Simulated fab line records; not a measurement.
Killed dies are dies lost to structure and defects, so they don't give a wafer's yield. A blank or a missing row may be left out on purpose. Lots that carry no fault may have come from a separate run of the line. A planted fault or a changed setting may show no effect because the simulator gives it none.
Chamber matching :: flow gf180mcu :: rie diel-02 running GF_V4_ETCH_16: 4 sister chambers
The step etches BARC in N2/H2. 8 wafers are shown with their chamber, then 9 later ones without.

== WAFERS PAIRED WITH THEIR CHAMBERS ==
wafer: L855.3
chamber: 2
drypump motor current A (A): 5.3
bias w (W): 99.84

wafer: L857.1
chamber: 2
drypump motor current A (A): 5.2
bias w (W): 99.67

wafer: L858.1
chamber: 0
drypump motor current A (A): 5.8
bias w (W): 100.32

wafer: L861.4
chamber: 1
drypump motor current A (A): 5.7
bias w (W): 100.06

wafer: L861.6
chamber: 0
drypump motor current A (A): 5.8
bias w (W): 99.84

wafer: L862.1
chamber: 1
drypump motor current A (A): 5.7
bias w (W): 100.13

wafer: L862.4
chamber: 3
drypump motor current A (A): 4.8
bias w (W): 100.18

wafer: L862.5
chamber: 3
drypump motor current A (A): 4.8
bias w (W): 100.01

== WAFERS WITH NO CHAMBER GIVEN ==
wafer: L866.1
drypump motor current A (A): 5.8
bias w (W): 99.61

wafer: L866.4
drypump motor current A (A): 5.8
bias w (W): 99.48

wafer: L866.5
drypump motor current A (A): 5.8
bias w (W): 99.61

wafer: L865.3
drypump motor current A (A): 5.7
bias w (W): 100.51

wafer: L865.4
drypump motor current A (A): 4.8
bias w (W): 99.79

wafer: L865.5
drypump motor current A (A): 5.2
bias w (W): 99.90

wafer: L869.2
drypump motor current A (A): 5.2
bias w (W): 100.35

wafer: L869.5
drypump motor current A (A): 4.8
bias w (W): 99.96

wafer: L869.6
drypump motor current A (A): 5.2
bias w (W): 100.35

== THE CHAMBER EACH PASSED THROUGH ==
wafer: L866.1
from the rows above: can't be placed: 0 or 1
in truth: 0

wafer: L866.4
from the rows above: can't be placed: 0 or 1
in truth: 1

wafer: L866.5
from the rows above: can't be placed: 0 or 1
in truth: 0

wafer: L865.3
from the rows above: can't be placed: 1 or 0
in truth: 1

wafer: L865.4
from the rows above: 3
in truth: 3

wafer: L865.5
from the rows above: 2
in truth: 2

wafer: L869.2
from the rows above: 2
in truth: 2

wafer: L869.5
from the rows above: 3
in truth: 3

wafer: L869.6
from the rows above: 2
in truth: 2
Correctly placed: 5 of 9. Not placeable from these rows: 4 (in 4, the candidates include the true chamber). Wrongly placed: 0.
How it was worked out, from the rows above alone: a wafer's distance from a chamber is the root of the sum, over the readings, of the square of ((its reading less the chamber's mean) divided by the reading's scatter). If the next closest chamber is less than 2 further off than the closest, the wafer can't be placed; otherwise it belongs to the closest. The mean given for a chamber averages the wafers shown for that chamber. The scatter: the root of (the sum of the squares of (reading less its chamber's mean) over the shown wafers, divided by (wafers less chambers)).
